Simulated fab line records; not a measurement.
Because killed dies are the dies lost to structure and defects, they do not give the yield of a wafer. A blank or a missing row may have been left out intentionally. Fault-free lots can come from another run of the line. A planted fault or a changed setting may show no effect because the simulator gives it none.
Chamber matching :: flow sky130 :: 4 sister chambers for SKY_VIA1_ETCH_15 on rie-diel-01
The step etches SiO2 in C4F8/O2/Ar, stops on TiN, target depth 351 nm, time 54 s. 18 wafers are shown with their chamber, then 9 later ones without.

EACH WAFER AND ITS CHAMBER
wafer: L074.2
chamber: 3
oes-product-au (a.u.): 0.989

wafer: L074.4
chamber: 2
oes-product-au (a.u.): 0.978

wafer: L074.5
chamber: 0
oes-product-au (a.u.): 0.988

wafer: L079.4
chamber: 3
oes-product-au (a.u.): 0.980

wafer: L079.5
chamber: 1
oes-product-au (a.u.): 0.988

wafer: L079.6
chamber: 0
oes-product-au (a.u.): 0.991

wafer: L080.3
chamber: 3
oes-product-au (a.u.): 0.983

wafer: L080.5
chamber: 1
oes-product-au (a.u.): 0.980

wafer: L080.6
chamber: 2
oes-product-au (a.u.): 0.978

wafer: L081.3
chamber: 0
oes-product-au (a.u.): 0.989

wafer: L081.4
chamber: 2
oes-product-au (a.u.): 0.979

wafer: L081.6
chamber: 2
oes-product-au (a.u.): 0.985

wafer: L084.2
chamber: 0
oes-product-au (a.u.): 0.980

wafer: L084.3
chamber: 2
oes-product-au (a.u.): 0.986

wafer: L084.6
chamber: 2
oes-product-au (a.u.): 0.972

wafer: L087.1
chamber: 3
oes-product-au (a.u.): 0.974

wafer: L087.2
chamber: 2
oes-product-au (a.u.): 0.973

wafer: L087.5
chamber: 3
oes-product-au (a.u.): 0.975

SIGNATURES, as means of the wafers listed above
reading: oes-product-au
chamber 0: 0.98700
chamber 1: 0.98400
chamber 2: 0.97871
chamber 3: 0.98020
scatter within a chamber: 0.0055
Rule: distance of a wafer from a chamber = root of the sum over the readings of ((wafer's reading minus chamber's mean) / reading's scatter) squared. If the next closest chamber is less than 2 further off than the closest, the wafer can't be placed; otherwise it belongs to the closest. How the scatter is found: for the shown wafers, subtract from each reading the mean of its chamber, square and add these, divide the total by (wafers less chambers), then take the root.

WAFERS WITH NO CHAMBER GIVEN
wafer: L091.1
oes-product-au (a.u.): 0.976

wafer: L091.2
oes-product-au (a.u.): 0.986

wafer: L091.5
oes-product-au (a.u.): 0.982

wafer: L093.1
oes-product-au (a.u.): 0.988

wafer: L093.3
oes-product-au (a.u.): 0.980

wafer: L093.6
oes-product-au (a.u.): 0.988

wafer: L095.1
oes-product-au (a.u.): 0.982

wafer: L095.4
oes-product-au (a.u.): 0.975

wafer: L095.6
oes-product-au (a.u.): 0.981

WHICH CHAMBER EACH ONE RAN IN
wafer: L091.1
from the rows above: can't be placed: 2 or 3 or 1 or 0
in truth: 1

wafer: L091.2
from the rows above: can't be placed: 0 or 1 or 3 or 2
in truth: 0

wafer: L091.5
from the rows above: can't be placed: 3 or 1 or 2 or 0
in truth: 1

wafer: L093.1
from the rows above: can't be placed: 0 or 1 or 3 or 2
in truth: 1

wafer: L093.3
from the rows above: can't be placed: 3 or 2 or 1 or 0
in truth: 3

wafer: L093.6
from the rows above: can't be placed: 0 or 1 or 3 or 2
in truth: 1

wafer: L095.1
from the rows above: can't be placed: 3 or 1 or 2 or 0
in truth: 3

wafer: L095.4
from the rows above: can't be placed: 2 or 3 or 1 or 0
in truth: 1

wafer: L095.6
from the rows above: can't be placed: 3 or 2 or 1 or 0
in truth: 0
0 of 9 placed correctly. Not placeable from these rows: 9 (in 9, the candidates include the true chamber). Wrongly placed: 0.
